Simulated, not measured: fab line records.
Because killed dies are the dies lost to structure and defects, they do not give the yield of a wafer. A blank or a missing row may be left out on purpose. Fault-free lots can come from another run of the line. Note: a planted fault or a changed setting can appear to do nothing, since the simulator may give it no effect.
Commonality check across tools / flow gf180mcu / 11 lots, 33 wafers sampled

== WHY THIS WAS OPENED ==
Of 11 lots, 2 have the reading HV_LDD_TW flagged at GF_HV_LDD_TW_MEAS_11. Fault-free wafers read 2427, with a standard deviation of 18.
Rule: a lot is flagged in two cases, either no wafer of it has a number, or all its wafers with numbers fall more than 4 standard deviations from that mean. The other lots count as sound.

lot=L902; measured=day 10 20:37; on=film metro-03; HV_LDD_TW, wafer by wafer=2448 2446 2441; flag=
lot=L903; measured=day 11 02:18; on=film metro-01; HV_LDD_TW, wafer by wafer=2400 2383 2403; flag=
lot=L904; measured=day 11 15:58; on=film metro-03; HV_LDD_TW, wafer by wafer=2435 2418 2435; flag=
lot=L907; measured=day 12 06:20; on=film metro-01; HV_LDD_TW, wafer by wafer=2402 2412 2407; flag=
lot=L909; measured=day 12 20:55; on=film metro-04; HV_LDD_TW, wafer by wafer=2210 2218 2201; flag=FLAGGED
lot=L911; measured=day 13 12:41; on=film metro-03; HV_LDD_TW, wafer by wafer=2206 2204 2228; flag=FLAGGED
lot=L916; measured=day 14 23:40; on=film metro-01; HV_LDD_TW, wafer by wafer=2407 2411 2402; flag=
lot=L920; measured=day 16 03:01; on=film metro-03; HV_LDD_TW, wafer by wafer=2422 2437 2430; flag=
lot=L921; measured=day 16 12:50; on=film metro-03; HV_LDD_TW, wafer by wafer=2426 2452 2444; flag=
lot=L922; measured=day 16 19:56; on=film metro-03; HV_LDD_TW, wafer by wafer=2448 2435 2436; flag=
lot=L923; measured=day 17 04:04; on=film metro-01; HV_LDD_TW, wafer by wafer=2400 2408 2404; flag=
Average over the flagged lots: 2211; offset from the usual -216, equal to -12 standard deviations.

== EACH LOT AND THE TOOL IT RAN ON ==
Before the reading, the record contains 3 process steps out of a 602-step route. Every cell lists first the tool, next ch and the chambers used by the sampled wafers, and last the start.
lot=L902; flag=; GF_DUAL_GATE_STRIP_13=plasma asher-01 ch 0,1, day 9 02:19; GF_HV_LDD_IMPLANT_09=implanter-04 ch 0, day 10 20:25; GF_HV_LDD_STRIP_10=plasma asher-04 ch 0,1, day 10 20:31
lot=L903; flag=; GF_DUAL_GATE_STRIP_13=plasma asher-03 ch 0,1, day 9 07:20; GF_HV_LDD_IMPLANT_09=implanter-02 ch 0, day 11 02:03; GF_HV_LDD_STRIP_10=plasma asher-03 ch 0,1, day 11 02:12
lot=L904; flag=; GF_DUAL_GATE_STRIP_13=plasma asher-02 ch 0,1, day 9 19:47; GF_HV_LDD_IMPLANT_09=implanter-03 ch 0, day 11 15:43; GF_HV_LDD_STRIP_10=plasma asher-03 ch 0,1, day 11 15:52
lot=L907; flag=; GF_DUAL_GATE_STRIP_13=plasma asher-01 ch 0,1, day 10 10:29; GF_HV_LDD_IMPLANT_09=implanter-02 ch 0, day 12 06:05; GF_HV_LDD_STRIP_10=plasma asher-04 ch 0,1, day 12 06:14
lot=L909; flag=FLAGGED; GF_DUAL_GATE_STRIP_13=plasma asher-02 ch 0,1, day 10 22:47; GF_HV_LDD_IMPLANT_09=implanter-04 ch 0, day 12 20:41; GF_HV_LDD_STRIP_10=plasma asher-01 ch 0,1, day 12 20:49
lot=L911; flag=FLAGGED; GF_DUAL_GATE_STRIP_13=plasma asher-02 ch 1, day 11 14:02; GF_HV_LDD_IMPLANT_09=implanter-04 ch 0, day 13 12:27; GF_HV_LDD_STRIP_10=plasma asher-01 ch 0,1, day 13 12:35
lot=L916; flag=; GF_DUAL_GATE_STRIP_13=plasma asher-03 ch 0,1, day 12 21:35; GF_HV_LDD_IMPLANT_09=implanter-02 ch 0, day 14 23:25; GF_HV_LDD_STRIP_10=plasma asher-04 ch 0,1, day 14 23:34
lot=L920; flag=; GF_DUAL_GATE_STRIP_13=plasma asher-03 ch 0,1, day 14 01:47; GF_HV_LDD_IMPLANT_09=implanter-02 ch 0, day 16 02:46; GF_HV_LDD_STRIP_10=plasma asher-01 ch 0,1, day 16 02:55
lot=L921; flag=; GF_DUAL_GATE_STRIP_13=plasma asher-01 ch 0,1, day 14 08:50; GF_HV_LDD_IMPLANT_09=implanter-04 ch 0, day 16 12:35; GF_HV_LDD_STRIP_10=plasma asher-01 ch 0,1, day 16 12:44
lot=L922; flag=; GF_DUAL_GATE_STRIP_13=plasma asher-02 ch 0,1, day 14 16:14; GF_HV_LDD_IMPLANT_09=implanter-03 ch 0, day 16 19:41; GF_HV_LDD_STRIP_10=plasma asher-03 ch 0,1, day 16 19:50
lot=L923; flag=; GF_DUAL_GATE_STRIP_13=plasma asher-01 ch 0,1, day 15 01:21; GF_HV_LDD_IMPLANT_09=implanter-04 ch 0, day 17 03:50; GF_HV_LDD_STRIP_10=plasma asher-01 ch 0,1, day 17 03:58
What is done by these steps:
- GF_DUAL_GATE_STRIP_13: strips in O2/N2.
- GF_HV_LDD_IMPLANT_09
- GF_HV_LDD_STRIP_10: strips in O2/N2.
- GF_HV_LDD_TW_MEAS_11

== FLAGGED AGAINST TOTAL, ONE TOOL AT A TIME (gauges that did the reading follow at the end) ==
step=GF_DUAL_GATE_STRIP_13; tool=plasma asher-01; lots run=4; flagged=0; share of the flagged lots=none; sound lots run after its first flagged lot=-
step=GF_DUAL_GATE_STRIP_13; tool=plasma asher-02; lots run=4; flagged=2; share of the flagged lots=all; sound lots run after its first flagged lot=1 (L922)
step=GF_DUAL_GATE_STRIP_13; tool=plasma asher-03; lots run=3; flagged=0; share of the flagged lots=none; sound lots run after its first flagged lot=-
step=GF_HV_LDD_IMPLANT_09; tool=implanter-02; lots run=4; flagged=0; share of the flagged lots=none; sound lots run after its first flagged lot=-
step=GF_HV_LDD_IMPLANT_09; tool=implanter-03; lots run=2; flagged=0; share of the flagged lots=none; sound lots run after its first flagged lot=-
step=GF_HV_LDD_IMPLANT_09; tool=implanter-04; lots run=5; flagged=2; share of the flagged lots=all; sound lots run after its first flagged lot=2 (L921,L923)
step=GF_HV_LDD_STRIP_10; tool=plasma asher-01; lots run=5; flagged=2; share of the flagged lots=all; sound lots run after its first flagged lot=3 (L920,L921,L923)
step=GF_HV_LDD_STRIP_10; tool=plasma asher-03; lots run=3; flagged=0; share of the flagged lots=none; sound lots run after its first flagged lot=-
step=GF_HV_LDD_STRIP_10; tool=plasma asher-04; lots run=3; flagged=0; share of the flagged lots=none; sound lots run after its first flagged lot=-
step=GF_HV_LDD_TW_MEAS_11; tool=film metro-01; lots run=4; flagged=0; share of the flagged lots=none; sound lots run after its first flagged lot=-
step=GF_HV_LDD_TW_MEAS_11; tool=film metro-03; lots run=6; flagged=1; share of the flagged lots=some; sound lots run after its first flagged lot=3 (L920,L921,L922)
step=GF_HV_LDD_TW_MEAS_11; tool=film metro-04; lots run=1; flagged=1; share of the flagged lots=some; sound lots run after its first flagged lot=0

== WHAT THE TABLE ALLOWS ==
3 rows of the table ran every flagged lot: plasma asher-02 at GF_DUAL_GATE_STRIP_13, implanter-04 at GF_HV_LDD_IMPLANT_09, plasma asher-01 at GF_HV_LDD_STRIP_10.
- plasma asher-02 at GF_DUAL_GATE_STRIP_13: 2 of its 4 lots flagged. Lots that were sound ran on it after the first flagged one (L922); a persistent fault on the entire tool would not allow that.
- implanter-04 at GF_HV_LDD_IMPLANT_09: 2 of its 5 lots flagged. Lots that were sound ran on it after the first flagged one (L921, L923); a persistent fault on the entire tool would not allow that. Its own readings lie more than 4 standard deviations out on every wafer of the flagged lots: tilt deg.
- plasma asher-01 at GF_HV_LDD_STRIP_10: 2 of its 5 lots flagged. Lots that were sound ran on it after the first flagged one (L920, L921, L923); a persistent fault on the entire tool would not allow that.
None of the table's rows ran every flagged lot and, after the first, no sound lot.

== WHAT HAD BEEN PUT IN BY THE SIMULATOR ==
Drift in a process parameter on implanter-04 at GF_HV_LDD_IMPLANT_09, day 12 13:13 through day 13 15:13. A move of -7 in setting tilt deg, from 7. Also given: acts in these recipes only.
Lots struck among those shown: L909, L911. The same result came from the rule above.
